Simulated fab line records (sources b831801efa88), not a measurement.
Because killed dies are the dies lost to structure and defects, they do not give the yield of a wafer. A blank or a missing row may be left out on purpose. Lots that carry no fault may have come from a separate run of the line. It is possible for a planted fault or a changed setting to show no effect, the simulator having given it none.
fab line records	flow gf180mcu
record lots=13	wafers=39	lastDay=34
route steps=602 shown LVPWELL@62 MVSD@77 POLY_GATE@170 HV_LDD@187
lots that met no fault: from a run of the same line without faults
startH: hours from the record's first day to the start of the lot's first wafer shown	waitH: hours since the lot's step before	" the same as in the row above	L1.1+2: a single row standing in for several wafers	- no value, or no start was given	* or withheld: withheld	< > ~ a bound
route shown NAME@n: NAME is a module with steps in the file, n the number in the route of the first one	usual: mean/standard deviation taken from wafers without a fault	same: alike in all rows	chamber/n: place in a boat	sites: the reading at each site	_std_site: how widely they spread, as a standard deviation	_edge_site: mean of outer sites minus mean of inner sites	radiusMm: how far each site lies from the wafer's centre	mask NAME#n: copy n	behind: the last tool/chamber to shape the wafer	hold: why the lot was held/for how many hours/how that ended	device: transistor that didn't switch, given as n, p or np	end of line: the route-end tests of the same wafers	step lacking rows: just its recipe	killed: the dies lost at the first sort to structure and to defects; this is not the yield of the wafer	map: a wafer's dies, x killed, . not, _ none there
set.NAME: the setting the step ran with; set.NAME@STEP: the setting that earlier step ran with	model.NAME: the simulator's own value behind a step, which no gauge read
a sample of lots followed through the steps of the route, with each step as a table and each wafer as a row
services: a tool's chamber out of use, with start hour (startH, from the record's first day; less than 0 if before it), hours out, and reason
## steps
# step GF_LVPWELL_IMPLANT_08
# recipe species=B	energyKev=170	doseCm2=1.5e+13	tiltDeg=0
# usual doseIonsCm2=1.5001e+13/1.5e+10	faradayCurrentUA=84.8/1.7
lot.wafer	tool	chamber	startH	waitH	doseIonsCm2	faradayCurrentUA
L169.2	implanter-04	0	73.15	0.0	1.4993e+13	81.1
L169.4	"	0	"	"	1.5002e+13	88.9
L169.5	"	0	"	"	1.4989e+13	84.3
L170.1	implanter-01	0	76.88	0.0	1.5049e+13	83.2
L170.4	"	0	"	"	1.5013e+13	87.6
L170.6	"	0	"	"	1.4994e+13	85.4
L171.1	implanter-04	0	82.25	0.0	1.4981e+13	83.4
L171.3	"	0	"	"	1.4965e+13	84.4
L171.6	"	0	"	"	1.5012e+13	86.3
L174.3	implanter-01	0	96.30	0.1	1.5024e+13	90.8
L174.5	"	0	"	"	1.5015e+13	84.4
L174.6	"	0	"	"	1.5004e+13	85.7
L175.2	implanter-03	0	101.65	0.0	1.4994e+13	85.6
L175.5	"	0	"	"	1.5017e+13	83.7
L175.6	"	0	"	"	1.5011e+13	84.5
L176.1	implanter-03	0	107.35	0.0	1.5023e+13	82.5
L176.2	"	0	"	"	1.5012e+13	85.7
L176.6	"	0	"	"	1.4983e+13	85.8
L180.1	implanter-03	0	130.08	0.0	1.3471e+13	75.6
L180.3	"	0	"	"	1.3492e+13	73.0
L180.6	"	0	"	"	1.346e+13	75.5
L181.1	implanter-01	0	135.15	0.0	1.5017e+13	84.4
L181.3	"	0	"	"	1.5026e+13	84.8
L181.6	"	0	"	"	1.5005e+13	87.6
L182.1	implanter-03	0	138.00	0.0	1.3463e+13	77.8
L182.5	"	0	"	"	1.3458e+13	76.3
L182.6	"	0	"	"	1.3473e+13	74.5
L187.4	implanter-01	0	173.42	0.1	1.4982e+13	83.2
L187.5	"	0	"	"	1.4993e+13	85.3
L187.6	"	0	"	"	1.5029e+13	84.2
L188.1	implanter-04	0	185.75	0.0	1.501e+13	84.8
L188.5	"	0	"	"	1.4975e+13	86.2
L188.6	"	0	"	"	1.5e+13	84.6
L190.1	implanter-04	0	187.72	0.0	1.5007e+13	86.8
L190.4	"	0	"	"	1.5005e+13	86.2
L190.6	"	0	"	"	1.4986e+13	83.3
L191.3	implanter-03	0	192.45	0.1	1.5007e+13	86.2
L191.4	"	0	"	"	1.4989e+13	86.4
L191.6	"	0	"	"	1.4992e+13	85.6
# step GF_MVSD_TW_MEAS_11
# usual MVSD_TW=1575/15
lot.wafer	tool	chamber	startH	waitH	MVSD_TW
L169.2	filmMetro-02	-	87.19	0.1	1583
L169.4	"	-	"	"	1583
L169.5	"	-	"	"	1577
L170.1	filmMetro-02	-	91.51	0.1	1580
L170.4	"	-	"	"	1572
L170.6	"	-	"	"	1576
L171.1	filmMetro-03	-	96.30	0.1	1565
L171.3	"	-	"	"	1560
L171.6	"	-	"	"	1565
L174.3	filmMetro-02	-	110.60	0.1	1570
L174.5	"	-	"	"	1571
L174.6	"	-	"	"	1567
L175.2	filmMetro-01	-	116.19	0.1	1590
L175.5	"	-	"	"	1602
L175.6	"	-	"	"	1592
L176.1	filmMetro-03	-	122.53	0.1	1567
L176.2	"	-	"	"	1565
L176.6	"	-	"	"	1556
L180.1	filmMetro-03	-	144.95	0.1	1549
L180.3	"	-	"	"	1567
L180.6	"	-	"	"	1561
L181.1	filmMetro-02	-	150.32	0.1	1574
L181.3	"	-	"	"	1568
L181.6	"	-	"	"	1570
L182.1	filmMetro-03	-	154.05	0.1	1559
L182.5	"	-	"	"	1557
L182.6	"	-	"	"	1558
L187.4	filmMetro-03	-	190.85	0.1	1560
L187.5	"	-	"	"	1555
L187.6	"	-	"	"	1555
L188.1	filmMetro-01	-	203.06	0.1	1602
L188.5	"	-	"	"	1593
L188.6	"	-	"	"	1605
L190.1	filmMetro-03	-	205.85	0.1	1561
L190.4	"	-	"	"	1554
L190.6	"	-	"	"	1551
L191.3	filmMetro-01	-	210.88	0.1	1590
L191.4	"	-	"	"	1598
L191.6	"	-	"	"	1603
# step GF_VT_IMPLANT_RS_MEAS_48
# recipe thkMeasGauge=four-point-probe
# usual LVPWELL_RS=1196.6/2.9
lot.wafer	tool	chamber	startH	waitH	LVPWELL_RS[ohm/sq]
L169.2	filmMetro-01	-	160.05	0.1	1193.8
L169.4	"	-	"	"	1195.2
L169.5	"	-	"	"	1197.6
L170.1	filmMetro-01	-	164.67	0.1	1192.8
L170.4	"	-	"	"	1194.8
L170.6	"	-	"	"	1197.0
L171.1	filmMetro-01	-	170.78	0.1	1200.2
L171.3	"	-	"	"	1194.3
L171.6	"	-	"	"	1192.4
L174.3	filmMetro-02	-	187.10	0.1	1201.3
L174.5	"	-	"	"	1196.8
L174.6	"	-	"	"	1203.2
L175.2	filmMetro-02	-	194.08	0.1	1192.3
L175.5	"	-	"	"	1198.2
L175.6	"	-	"	"	1198.9
L176.1	filmMetro-01	-	202.36	0.1	1196.2
L176.2	"	-	"	"	1195.6
L176.6	"	-	"	"	1194.6
L180.1	filmMetro-03	-	229.02	0.1	1260.8
L180.3	"	-	"	"	1258.9
L180.6	"	-	"	"	1262.0
L181.1	filmMetro-01	-	233.87	0.1	1197.8
L181.3	"	-	"	"	1194.2
L181.6	"	-	"	"	1198.2
L182.1	filmMetro-01	-	239.47	0.1	1265.4
L182.5	"	-	"	"	1263.5
L182.6	"	-	"	"	1263.2
L187.4	filmMetro-03	-	282.28	0.1	1196.4
L187.5	"	-	"	"	1199.7
L187.6	"	-	"	"	1198.6
L188.1	filmMetro-02	-	296.42	0.1	1196.3
L188.5	"	-	"	"	1194.3
L188.6	"	-	"	"	1199.3
L190.1	filmMetro-03	-	299.92	0.1	1197.1
L190.4	"	-	"	"	1193.6
L190.6	"	-	"	"	1192.9
L191.3	filmMetro-02	-	305.41	0.1	1202.5
L191.4	"	-	"	"	1198.2
L191.6	"	-	"	"	1198.5
# step GF_POLY_GATE_ETCH_13
# recipe target=poly-Si	targetDepthNm=198.5	stopOn=SiO2	overEtchFrac=0.403	chemistry=HBr/Cl2	icpW=400	biasW=100	pressureMtorr=10	HBr_flow_sccm=150	Cl2_flow_sccm=50	timeS=69.6
# usual drypumpMotorCurrentA=5.6/0.47	oesProductAu=0.991/0.0064	throttleValvePct=33.685/0.0094
lot.wafer	tool	chamber	startH	waitH	drypumpMotorCurrentA	oesProductAu	rfHoursCounterH	throttleValvePct
L169.2	rieSi-01	1	198.59	-	6.0	0.998	4	33.682
L169.4	"	2	"	"	4.9	0.992	73	33.694
L169.5	"	3	"	"	5.9	0.996	-	33.689
L170.1	rieSi-01	3	204.44	-	5.9	0.985	1	33.681
L170.4	"	1	"	"	6.0	0.983	4	33.689
L170.6	"	2	"	"	4.9	0.990	-	33.678
L171.1	rieSi-01	0	210.59	-	5.7	1.002	113	33.686
L171.3	"	1	"	"	6.0	0.991	4	33.687
L171.6	"	1	"	"	6.0	1.006	-	33.680
L174.3	rieSi-02	1	228.89	-	5.0	0.988	32	33.672
L174.5	"	1	"	"	5.0	0.993	-	33.690
L174.6	"	0	"	"	6.2	0.993	-	33.688
L175.2	rieSi-02	0	234.67	-	6.2	0.983	105	33.692
L175.5	"	1	"	"	4.9	0.980	-	33.676
L175.6	"	3	"	"	5.4	0.989	-	33.679
L176.1	rieSi-01	0	244.04	-	5.7	0.994	113	33.672
L176.2	"	3	"	"	6.0	0.994	2	33.682
L176.6	"	0	"	"	5.7	0.994	-	33.689
L180.1	rieSi-02	3	274.19	-	5.4	0.987	27	33.685
L180.3	"	1	"	"	4.9	0.988	33	33.685
L180.6	"	1	"	"	5.0	0.985	-	33.692
L181.1	rieSi-01	0	280.14	-	5.7	0.987	0	33.685
L181.3	"	2	"	"	4.9	0.989	74	33.671
L181.6	"	3	"	"	5.9	1.001	-	33.684
L182.1	rieSi-02	2	282.47	-	5.8	0.992	0	33.677
L182.5	"	3	"	"	5.4	0.985	-	33.664
L182.6	"	2	"	"	5.8	0.999	-	33.685
L187.4	rieSi-02	1	328.27	-	4.9	0.985	33	33.683
L187.5	"	2	"	"	5.8	0.985	-	33.705
L187.6	"	1	"	"	4.9	0.975	-	33.686
L188.1	rieSi-02	1	344.09	-	4.9	0.992	33	33.695
L188.5	"	1	"	"	5.0	0.994	-	33.690
L188.6	"	0	"	"	6.2	0.992	-	33.668
L190.1	rieSi-02	0	347.11	-	6.3	0.993	0	33.697
L190.4	"	2	"	"	5.9	0.994	1	33.680
L190.6	"	2	"	"	5.8	0.988	-	33.686
L191.3	rieSi-01	3	354.64	-	5.9	0.993	3	33.694
L191.4	"	2	"	"	4.9	1.002	74	33.687
L191.6	"	2	"	"	4.9	0.995	-	33.685
# step GF_HV_LDD_TW_MEAS_11
# usual HV_LDD_TW=2422/20
lot.wafer	tool	chamber	startH	waitH	HV_LDD_TW
L169.2	filmMetro-02	-	218.08	0.1	2418
L169.4	"	-	"	"	2420
L169.5	"	-	"	"	2430
L170.1	filmMetro-02	-	224.13	0.1	2417
L170.4	"	-	"	"	2422
L170.6	"	-	"	"	2420
L171.1	filmMetro-03	-	230.64	0.1	2405
L171.3	"	-	"	"	2402
L171.6	"	-	"	"	2410
L174.3	filmMetro-02	-	249.55	0.1	2423
L174.5	"	-	"	"	2429
L174.6	"	-	"	"	2416
L175.2	filmMetro-03	-	255.54	0.1	2387
L175.5	"	-	"	"	2387
L175.6	"	-	"	"	2396
L176.1	filmMetro-01	-	265.22	0.1	2439
L176.2	"	-	"	"	2451
L176.6	"	-	"	"	2440
L180.1	filmMetro-01	-	296.14	0.1	2425
L180.3	"	-	"	"	2437
L180.6	"	-	"	"	2446
L181.1	filmMetro-01	-	301.17	0.1	2437
L181.3	"	-	"	"	2432
L181.6	"	-	"	"	2429
L182.1	filmMetro-02	-	304.97	0.1	2432
L182.5	"	-	"	"	2446
L182.6	"	-	"	"	2429
L187.4	filmMetro-03	-	351.89	0.1	2394
L187.5	"	-	"	"	2384
L187.6	"	-	"	"	2384
L188.1	filmMetro-02	-	368.39	0.1	2421
L188.5	"	-	"	"	2422
L188.6	"	-	"	"	2416
L190.1	filmMetro-03	-	370.59	0.1	2388
L190.4	"	-	"	"	2397
L190.6	"	-	"	"	2393
L191.3	filmMetro-01	-	378.89	0.1	2440
L191.4	"	-	"	"	2454
L191.6	"	-	"	"	2443
## services
tool	chamber	startH	hours	kind
implanter-04	-	115.33	3.2	pm
rieSi-01	3	135.45	2.7	repair
rieSi-02	1	138.55	6.7	repair
implanter-01	-	185.74	14.9	repair
rieSi-02	1	189.40	2.6	repair
rieSi-02	2	210.67	-	clean
rieSi-02	2	210.67	25.0	scheduledDown
rieSi-02	2	210.67	25.0	ventCycle
implanter-01	-	223.43	2.8	repair
implanter-04	-	242.24	3.0	repair
rieSi-01	0	250.31	-	clean
rieSi-01	0	250.31	13.7	scheduledDown
rieSi-01	0	250.31	13.7	ventCycle
rieSi-02	0	272.61	0.9	repair
rieSi-02	0	283.03	-	clean
rieSi-02	0	283.03	17.3	scheduledDown
rieSi-02	0	283.03	17.3	ventCycle
implanter-04	-	284.62	19.1	pm
implanter-03	-	303.96	4.1	pm
implanter-04	-	308.37	3.4	repair
rieSi-02	2	337.19	8.7	repair
## key
firstSign step=GF_LVPWELL_IMPLANT_08	reading=doseIonsCm2	direction=down	sigmas=99+	usual=1.5001e+13	struck=1.347e+13
effect step=GF_LVPWELL_IMPLANT_08	reading=faradayCurrentUA	direction=down	sigmas=5.4	usual=84.8	struck=75.5
effect step=GF_VT_IMPLANT_RS_MEAS_48	reading=LVPWELL_RS	direction=up	sigmas=23	usual=1196.6	struck=1262.3
metAt GF_LVPWELL_IMPLANT_08
struckLots L180,L182
testerLeftOut L180,L182
notActingAt GF_MVSD_TW_MEAS_11,GF_POLY_GATE_ETCH_13,GF_HV_LDD_TW_MEAS_11
onsetBetween 107.35 130.08
fault kind=processParameterDrift	tool=implanter-03	chamber=-	onsetH=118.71	steps=GF_LVPWELL_IMPLANT_08	channel=doseCm2	offset=-1.5291e+12	shape=step	endH=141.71	actsIn=theseRecipesOnly	stated=1.5e+13
# testerLeftOut: of these lots the tester's yield and bins aren't shown, on N5 and GAA mostly nor the transistor test; their killed dies are dies lost to structure and defects alone, not to doping, threshold or leakage, so they don't give the yield
